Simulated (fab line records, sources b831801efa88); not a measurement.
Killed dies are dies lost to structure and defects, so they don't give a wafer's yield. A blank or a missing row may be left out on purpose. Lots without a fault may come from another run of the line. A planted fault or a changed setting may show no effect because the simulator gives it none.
fab line records | flow sky130
record lots=11 wafers=33 last_day=51
route steps=708 shown METAL4@635 METAL5@661 PAD_OPEN@708
lots that met no fault: from a run of the same line without faults
start_h: hours from the record's first day to the start of the lot's first wafer shown | wait_h: hours since the lot's step before | " the same as in the row above | L1.1+2: a row that stands for several wafers | - no value, or no start given | * or withheld: withheld | < > ~ a bound
route shown NAME@n: a module of which the file shows steps, and the number in the route of the first | usual: mean/standard deviation of fault-free wafers | same: alike in all rows | chamber/n: place in a boat | sites: the reading at each site | _std_site: their standard deviation | _edge_site: outer sites' mean less inner sites' | radius_mm: how far each site lies from the wafer's centre | mask NAME#n: copy n | behind: the tool/chamber that last shaped the wafer | hold: why the lot was held/for how many hours/how that ended | device: the transistor (n, p or np) that didn't switch | end of line: the same wafers' tests at the end of the route | a step without rows: its recipe alone | killed: dies lost to structure and defects at the first sort, not the wafer's yield | map: a wafer's dies, x killed, . not, _ none there
set.NAME: the setting as run; set.NAME@STEP: as run at that earlier step | model.NAME: the simulator's own value behind a step, which no gauge read
steps of the route over a sample of lots; a table a step, a row a wafer
services: from which hour (start_h, from the record's first day; less than 0 if before it) a tool's chamber was out of use, for how many hours, and why
## steps
# step SKY_METAL4_STRIP_19
# recipe chemistry=O2/N2 power_w=1400 pressure_mtorr=1500 platen_temp_c=withheld o2_flow_sccm=3000 n2_flow_sccm=300 overash_fraction=0.5
# usual drypump_motor_current_A=5.8/0.68 oes_product_au=0.503/0.0061 strip_time_to_endpoint_s=6.57/0.084
# same overash_fraction=0.5
# columns lot.wafer tool chamber start_h wait_h drypump_motor_current_A oes_product_au rf_hours_counter_h strip_time_to_endpoint_s
L651.1 plasma_asher-04 1 1019.73 0.1 5.4 0.508 57 6.47
L651.2 " 0 " " 5.8 0.495 57 6.45
L651.3 " 1 " " 5.4 0.502 - 6.50
L652.1 plasma_asher-01 1 1029.04 0.1 6.6 0.498 26 6.42
L652.3 " 1 " " 6.6 0.502 - 6.49
L652.4 " 0 " " 5.8 0.497 - 6.61
L653.1 plasma_asher-02 1 1031.32 0.1 6.7 0.516 91 6.58
L653.2 " 0 " " 4.8 0.509 91 6.62
L653.4 " 0 " " 4.8 0.511 - 6.55
L656.2 plasma_asher-02 1 1059.21 0.1 6.6 0.514 93 6.63
L656.3 " 1 " " 6.6 0.502 - 6.57
L656.6 " 0 " " 4.8 0.500 - 6.63
L657.1 plasma_asher-02 0 1062.53 0.1 4.8 0.499 93 6.68
L657.2 " 1 " " 6.7 0.512 93 6.57
L657.6 " 0 " " 4.8 0.501 - 6.62
L658.2 plasma_asher-01 0 1073.92 0.1 5.8 0.500 32 6.60
L658.3 " 1 " " 6.6 0.506 - 6.74
L658.5 " 1 " " 6.6 0.511 - 6.58
L659.1 plasma_asher-04 0 1080.49 0.1 5.8 0.504 63 6.51
L659.3 " 0 " " 5.9 0.499 - 6.68
L659.6 " 1 " " 5.4 0.515 - 6.73
L660.2 plasma_asher-04 0 1083.58 0.1 5.9 0.503 64 6.48
L660.4 " 1 " " 5.4 0.489 - 6.44
L660.6 " 1 " " 5.4 0.513 - 6.75
L662.2 plasma_asher-02 1 1100.03 0.1 6.7 0.516 96 6.73
L662.4 " 0 " " 4.8 0.498 - 6.63
L662.5 " 0 " " 4.8 0.510 - 6.56
L663.2 plasma_asher-04 1 1106.69 0.1 5.4 0.499 66 6.49
L663.3 " 1 " " 5.4 0.500 - 6.48
L663.6 " 0 " " 5.8 0.506 - 6.50
L673.2 plasma_asher-04 1 1153.18 0.1 5.4 0.495 71 6.53
L673.3 " 0 " " 5.8 0.508 - 6.70
L673.6 " 0 " " 5.8 0.508 - 6.70
# step SKY_METAL5_SPUTTER_00
# recipe material=Ti target_thk_nm=15 power_w=3000 time_s=10 chamber_pressure_pa=0.4
# usual throttle_valve_pct=30.2/1.1
# same time_s=10
# columns lot.wafer tool chamber start_h wait_h throttle_valve_pct
L651.1 pvd_sputter-01 - 1045.10 0.2 30.5
L651.2 " - " " 30.9
L651.3 " - " " 30.0
L652.1 pvd_sputter-01 - 1054.94 0.1 27.9
L652.3 " - " " 30.1
L652.4 " - " " 31.0
L653.1 pvd_sputter-04 - 1056.73 0.1 31.0
L653.2 " - " " 30.5
L653.4 " - " " 30.8
L656.2 pvd_sputter-01 - 1084.55 0.1 28.1
L656.3 " - " " 30.1
L656.6 " - " " 31.1
L657.1 pvd_sputter-01 - 1087.81 0.1 31.0
L657.2 " - " " 29.7
L657.6 " - " " 31.0
L658.2 pvd_sputter-04 - 1098.58 0.1 30.5
L658.3 " - " " 30.9
L658.5 " - " " 31.1
L659.1 pvd_sputter-04 - 1104.35 0.1 30.4
L659.3 " - " " 30.5
L659.6 " - " " 31.0
L660.2 pvd_sputter-03 - 1108.53 0.1 31.8
L660.4 " - " " 30.7
L660.6 " - " " 31.9
L662.2 pvd_sputter-01 - 1123.20 0.2 30.1
L662.4 " - " " 29.6
L662.5 " - " " 29.8
L663.2 pvd_sputter-04 - 1130.58 0.1 31.1
L663.3 " - " " 30.8
L663.6 " - " " 30.8
L673.2 pvd_sputter-01 - 1174.72 0.1 30.1
L673.3 " - " " 29.6
L673.6 " - " " 31.0
# step SKY_METAL5_THK_MEAS_06
# recipe thk_meas_gauge=xrf reads=AlCu_of_METAL5_SPUTTER_02
# usual METAL5_ALCU_THK=1133/12
# columns lot.wafer tool chamber start_h wait_h METAL5_ALCU_THK[nm]
L651.1 film_metro-03 - 1045.39 0.1 1141
L651.2 " - " " 1142
L651.3 " - " " 1127
L652.1 film_metro-02 - 1055.23 0.1 1124
L652.3 " - " " 1127
L652.4 " - " " 1124
L653.1 film_metro-03 - 1057.01 0.1 1150
L653.2 " - " " 1153
L653.4 " - " " 1141
L656.2 film_metro-04 - 1084.84 0.1 1137
L656.3 " - " " 1126
L656.6 " - " " 1132
L657.1 film_metro-02 - 1088.10 0.1 1140
L657.2 " - " " 1128
L657.6 " - " " 1138
L658.2 film_metro-04 - 1098.88 0.1 1130
L658.3 " - " " 1142
L658.5 " - " " 1140
L659.1 film_metro-04 - 1104.64 0.1 1165
L659.3 " - " " 1151
L659.6 " - " " 1174
L660.2 film_metro-02 - 1108.83 0.1 1130
L660.4 " - " " 1111
L660.6 " - " " 1137
L662.2 film_metro-02 - 1123.52 0.1 1129
L662.4 " - " " 1135
L662.5 " - " " 1122
L663.2 film_metro-02 - 1130.88 0.1 1154
L663.3 " - " " 1126
L663.6 " - " " 1127
L673.2 film_metro-02 - 1175.01 0.1 1131
L673.3 " - " " 1120
L673.6 " - " " 1131
# step SKY_METAL5_DESCUM_14
# recipe chemistry=O2 source_power_w=150 bias_power_w=0 pressure_mtorr=10 temp_c=40 time_s=11
# usual drypump_motor_current_A=5.6/0.46 he_backside_leak_sccm=3.5/0.38 oes_product_au=0.996/0.0075 temp_c=40.00/0.11
# same time_s=11
# columns lot.wafer tool chamber start_h wait_h drypump_motor_current_A he_backside_leak_sccm oes_product_au rf_hours_counter_h temp_c
L651.1 rie_metal-01 1 1068.15 0.1 5.1 3.6 0.999 0 39.98
L651.2 " 0 " " 5.8 3.5 0.984 13 40.09
L651.3 " 0 " " 5.8 3.2 0.985 - 40.12
L652.1 rie_metal-03 1 1076.65 0.1 6.3 3.5 0.998 7 39.92
L652.3 " 0 " " 5.5 3.4 0.996 - 40.05
L652.4 " 1 " " 6.3 3.5 0.999 - 39.89
L653.1 rie_metal-03 1 1079.19 0.1 6.4 3.3 1.000 7 39.95
L653.2 " 0 " " 5.5 3.4 0.995 18 39.97
L653.4 " 1 " " 6.3 3.5 0.993 - 40.18
L656.2 rie_metal-01 0 1106.15 0.1 5.9 3.5 0.980 15 40.02
L656.3 " 0 " " 5.9 3.6 0.985 - 40.03
L656.6 " 0 " " 5.9 3.5 0.984 - 40.05
L657.1 rie_metal-02 1 1109.39 0.1 6.3 3.2 0.999 20 39.98
L657.2 " 0 " " 5.4 3.4 0.993 14 40.03
L657.6 " 0 " " 5.4 3.4 0.999 - 40.11
L658.2 rie_metal-01 0 1119.65 0.1 5.8 3.7 0.990 17 39.97
L658.3 " 0 " " 5.9 3.6 0.999 - 39.99
L658.5 " 1 " " 5.1 3.6 1.007 - 39.76
L659.1 rie_metal-01 0 1125.25 0.1 5.8 3.4 0.992 17 40.05
L659.3 " 1 " " 5.1 3.6 1.011 - 40.10
L659.6 " 0 " " 5.8 3.4 0.990 - 40.04
L660.2 rie_metal-02 0 1129.40 0.1 5.3 3.4 1.002 15 40.02
L660.4 " 1 " " 6.3 3.3 0.992 - 39.85
L660.6 " 0 " " 5.4 3.4 0.998 - 39.95
L662.2 rie_metal-03 1 1144.20 0.1 6.3 3.6 1.001 11 39.99
L662.4 " 1 " " 6.3 3.7 1.003 - 40.00
L662.5 " 1 " " 6.3 3.6 0.999 - 39.96
L663.2 rie_metal-01 1 1151.15 0.1 5.1 3.7 0.999 7 39.98
L663.3 " 1 " " 5.1 3.8 0.999 - 40.04
L663.6 " 1 " " 5.1 3.7 0.994 - 40.27
L673.2 rie_metal-01 1 1192.60 0.1 5.1 3.7 0.996 11 40.01
L673.3 " 1 " " 5.1 3.5 0.998 - 39.94
L673.6 " 1 " " 5.1 3.6 0.999 - 39.91
# step SKY_PAD_OPEN_PROBE_99
# usual defect_limited_yield=82.5/1.9 killed_at_M0_to_M3=43/6.4 killed_at_M4_up=3.3/1.9 killed_at_contacts=24/5.7 killed_at_front_end=15/4.7 killed_at_other=0.3/0.48 killed_dies=86/9.2 killed_open=47/7 killed_short=39/6.5 sort_bin_3_pad_short=0.8/0.38 sort_bin_5_function=10.3/1.4 sort_bin_6_memory=6.3/1.1 sort_n_pass=406/9.2 sort_yield_pct=82.5/1.9
# same gross_dies=492 killed_at_back_side=0 sort_bin_4_leakage[%]=0 sort_bin_8_speed[%]=0
# columns lot.wafer tool chamber start_h wait_h defect_limited_yield[%] killed_at_M0_to_M3 killed_at_M4_up killed_at_contacts killed_at_front_end killed_at_other killed_dies killed_open killed_short sort_bin_3_pad_short[%] sort_bin_5_function[%] sort_bin_6_memory[%] sort_n_pass sort_yield_pct[%]
L663.2 prober-02 - 1193.13 0.1 85.2 38 2 23 9 1 73 38 35 0.8 9.6 4.5 419 85.2
L663.3 prober-02 - 1193.18 0.2 72.6 30 58 34 13 0 135 45 33 5.9 12.6 8.9 357 72.6
L663.6 prober-02 - 1193.33 0.2 68.1 54 61 32 10 0 157 47 53 4.3 19.7 7.9 335 68.1
# killed by level:class
L663.2 METAL2:geometric_particle:short=11 CONTACT:geometric_particle:open=11 VIA1:geometric_particle:open=7 VIA3:geometric_particle:open=5 METAL2:geometric_particle:open=5 LI_CONTACT:geometric_particle:open=4 CONTACT:geometric_particle:short=4 POLY_GATE:geometric_particle:short=3
L663.3 METAL5:unspecified=57 LI_CONTACT:geometric_particle:open=10 VIA1:geometric_particle:open=9 LOCAL_INTERCONNECT:geometric_particle:short=7 CONTACT:geometric_particle:open=7 CONTACT:geometric_particle:short=6 VIA2:geometric_particle:open=5 VIA3:geometric_particle:open=5
L663.6 METAL5:unspecified=57 CONTACT:geometric_particle:open=10 VIA1:geometric_particle:open=10 VIA2:geometric_particle:open=9 CONTACT:geometric_particle:short=8 METAL1:geometric_particle:short=8 METAL2:geometric_particle:short=7 LOCAL_INTERCONNECT:geometric_particle:short=6
## services
# columns tool chamber start_h hours kind
rie_metal-01 - 1006.51 2.8 pm
plasma_asher-01 - 1012.46 2.9 repair
pvd_sputter-01 - 1022.04 2.3 repair
pvd_sputter-03 3 1033.97 - consumable_replace:kit
plasma_asher-02 - 1041.08 14.6 pm
rie_metal-01 1 1041.61 - clean
rie_metal-01 1 1041.61 19.9 scheduled_down
rie_metal-01 1 1041.61 19.9 vent_cycle
pvd_sputter-03 - 1066.26 3.9 repair
plasma_asher-02 - 1071.60 11.2 repair
pvd_sputter-01 3 1084.71 - consumable_replace:kit
pvd_sputter-01 3 1084.71 18.0 scheduled_down
pvd_sputter-01 3 1084.71 18.0 vent_cycle
pvd_sputter-01 - 1090.70 10.6 repair
plasma_asher-01 - 1093.24 3.8 repair
rie_metal-02 - 1132.69 1.4 pm
pvd_sputter-04 3 1137.09 - consumable_replace:kit
pvd_sputter-04 3 1137.09 18.0 scheduled_down
pvd_sputter-04 3 1137.09 18.0 vent_cycle
rie_metal-03 1 1161.78 18.1 repair
rie_metal-03 - 1164.56 1.4 pm
plasma_asher-01 - 1180.60 1.2 repair
pvd_sputter-03 - 1182.59 2.8 repair
plasma_asher-02 - 1191.23 2.8 pm
## key
first_sign step=SKY_PAD_OPEN_PROBE_99 reading=killed_at_M4_up direction=up sigmas=30 usual=3.3 struck=59.5
effect step=SKY_PAD_OPEN_PROBE_99 reading=sort_bin_3_pad_short direction=up sigmas=11 usual=0.8 struck=5.1
met_at SKY_METAL5_SPUTTER_00
struck_lots L663
struck_wafers L663.3,L663.6
not_acting_at SKY_METAL4_STRIP_19,SKY_METAL5_THK_MEAS_06,SKY_METAL5_DESCUM_14
onset_between 1104.35 1130.58
fault kind=chamber_particle_source tool=pvd_sputter-04 chamber=- onset_h=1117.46 steps=SKY_METAL5_SPUTTER_00 rate_per_visit_cm2=1.8109 end_h=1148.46 scope=struck_wafers_only
